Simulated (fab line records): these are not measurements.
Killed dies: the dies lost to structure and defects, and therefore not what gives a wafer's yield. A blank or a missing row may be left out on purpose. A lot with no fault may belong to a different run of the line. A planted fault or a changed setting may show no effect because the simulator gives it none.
2 desks, one fault | flow sky130 | what lay behind the numbers comes last; until then each desk has only its own

## AT THE METROLOGY DESK
What the gauges read for every lot (on any tool): the sampled wafers with a number, averaged. A lot is out of limits, marked OUT, if its mean lies more than 4 standard deviations from the usual mean; the brackets give that distance.
Columns: A = cdNm at SKY_VIA2_CD_MEAS_12, usual 200.2 nm
lot  | first seen here | A
L322 | day 36 14:23    | 201.2
L323 | day 36 22:46    | 200.3
L324 | day 37 07:46    | 202.2
L325 | day 37 23:38    | 202.3
L326 | day 38 07:30    | 203.2
L334 | day 40 19:04    | 196.7
L338 | day 41 12:44    | 199.3
L341 | day 42 11:14    | 200.6
L344 | day 43 07:59    | 200.5
This desk found nothing out of limits on any of the 9 lots.

## TOOL OWNER'S DESK, lithoTrack-03
The tool's own readings at SKY_VIA2_DEVELOP_11 (develop time 60 s): means of the sampled wafers that have a number, for each lot that ran on this tool. A lot is out of limits, marked OUT, if its mean lies more than 4 standard deviations from the usual mean; the brackets give that distance.
Columns: A = chillPlateTempC at SKY_VIA2_DEVELOP_11, usual 22.98 C; B = resistLineTempC at SKY_VIA2_DEVELOP_11, usual 22.98 C
lot  | first seen here | A     | B
L322 | day 36 14:00    | 22.96 | 22.95
L334 | day 40 18:00    | 22.83 | 23.01
This desk found nothing out of limits on any of the 2 lots.

## PUT TOGETHER
Nothing out of limits was seen by the metrology desk.
The tool owner's desk saw nothing out of limits.

## WHAT THE SIMULATOR PUT IN
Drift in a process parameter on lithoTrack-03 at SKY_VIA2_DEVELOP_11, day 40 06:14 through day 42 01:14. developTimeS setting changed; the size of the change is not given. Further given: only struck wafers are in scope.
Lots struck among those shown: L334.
